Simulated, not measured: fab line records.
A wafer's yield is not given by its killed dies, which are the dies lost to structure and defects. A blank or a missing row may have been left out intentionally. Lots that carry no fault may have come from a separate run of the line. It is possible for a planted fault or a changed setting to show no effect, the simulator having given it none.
Split-lot trial | flow sky130 | on a route of 708 steps: 5 lots, 23 wafers read

## THE SPLIT
At SKY_SONOS_ONO_EXPOSE_10 (exposes mask ONOM, target cd 410 nm), the setting doseMj was moved away from the recipe's 150 on 9 of the 23 wafers read, by -6.3% to +5.8%. This setting was run at the recipe's value on the other wafers.

## FROM THE SPLIT TO THE READING: what the file shows between them, 2 steps
- SKY_SONOS_ONO_PEB_11
- SKY_SONOS_ONO_DEVELOP_12: develop time 60 s

## THE READING
cdNm at SKY_SONOS_ONO_CD_MEAS_13, given in nm (cd target 410 nm). A value of 409.5 nm with a standard deviation of 2.3 nm is what fault-free wafers of this fab line usually give.

wafer  | tool, chamber at the split | doseMj as run | against the recipe | cdNm, nm | against lot-mates on the recipe
L074.1 | ilineStepper-02, 0         | 150           | recipe             | 411.8    | -
L074.2 | ilineStepper-02, 0         | 153.4         | +2.3%              | 403.1    | -8.7
L074.3 | ilineStepper-02, 0         | 153.4         | +2.3%              | 402.1    | -9.7
L074.4 | ilineStepper-02, 0         | 150           | recipe             | 413.1    | -
L074.6 | ilineStepper-02, 0         | 150           | recipe             | 410.5    | -
L078.1 | ilineStepper-02, 0         | 150           | recipe             | 409.9    | -
L078.2 | ilineStepper-02, 0         | 140.6         | -6.3%              | 427.1    | +15.9
L078.4 | ilineStepper-02, 0         | 140.6         | -6.3%              | 429.3    | +18.1
L078.5 | ilineStepper-02, 0         | 140.6         | -6.3%              | 425.7    | +14.4
L078.6 | ilineStepper-02, 0         | 150           | recipe             | 412.6    | -
L081.2 | ilineStepper-02, 0         | 150           | recipe             | 409.3    | -
L081.3 | ilineStepper-02, 0         | 150           | recipe             | 407.1    | -
L081.6 | ilineStepper-02, 0         | 150           | recipe             | 408.4    | -
L083.1 | ilineStepper-02, 0         | 150           | recipe             | 412.8    | -
L083.2 | ilineStepper-02, 0         | 150           | recipe             | 413.6    | -
L083.4 | ilineStepper-02, 0         | 150           | recipe             | 411.5    | -
L083.5 | ilineStepper-02, 0         | 158.7         | +5.8%              | 398.8    | -13.8
L083.6 | ilineStepper-02, 0         | 158.7         | +5.8%              | 397.3    | -15.3
L085.1 | ilineStepper-02, 0         | 150           | recipe             | 408.6    | -
L085.2 | ilineStepper-02, 0         | 158.7         | +5.8%              | 393.4    | -15.5
L085.3 | ilineStepper-02, 0         | 150           | recipe             | 408.9    | -
L085.4 | ilineStepper-02, 0         | 158.7         | +5.8%              | 395.7    | -13.2
L085.6 | ilineStepper-02, 0         | 150           | recipe             | 409.2    | -

THE FIT
A straight line over all 23 wafers: cdNm changes by -2.6 nm for each +1% of doseMj; r = -0.98; the points scatter about the line by 2.1 nm.
The same after taking each lot's own level away (the mean of its wafers on the recipe; 23 wafers): -2.58 nm for each +1%; r = -0.99; scatter 1.5 nm.
The reading moves by 16 nm for the largest change in doseMj, on that fit.
Across the lots, their own levels run from 408.27 to 412.63 nm, a range of 1.9 times the standard deviation given above.
The two slopes agree, so the slope changes little with the lot-to-lot level.
Check: +16 nm against its lot-mates is what the line predicts for one of the wafers moved furthest among these (-6.3%) when that wafer is left out of the fit. It came out at +15.9 nm against them.

## FURTHER SPLITS ON THESE WAFERS
Other splits were also applied to these wafers ahead of the reading. Each is held against what the fit with the lots' levels taken away leaves over:
other split on the same wafers | wafers away from the commonest value | r with cdNm (lot level and that fit taken away)
SKY_SONOS_ONO_CVD_02 timeS     | 15                                   | +0.09

## THE WHOLE CHAIN: every reading that the file lists as answering this split, in the file's order
step                     | what it does                                                       | reading                                                         | change (the file's fit)              | r (the file's)
SKY_SONOS_ONO_CD_MEAS_13 | target cd 410 nm                                                   | cdNm                                                            | -2.59 nm for each +1% of the setting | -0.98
SKY_SONOS_ONO_ETCH_15    | etches the open film in CHF3/O2, target depth 19.52 nm, time 7.8 s | SONOS_ONO.cdNm (the simulator's own value, which no gauge read) | -2.56 nm for each +1% of the setting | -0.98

## FILE'S OWN FIT
cdNm changes by -2.59 nm for each +1% of doseMj, r = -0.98.
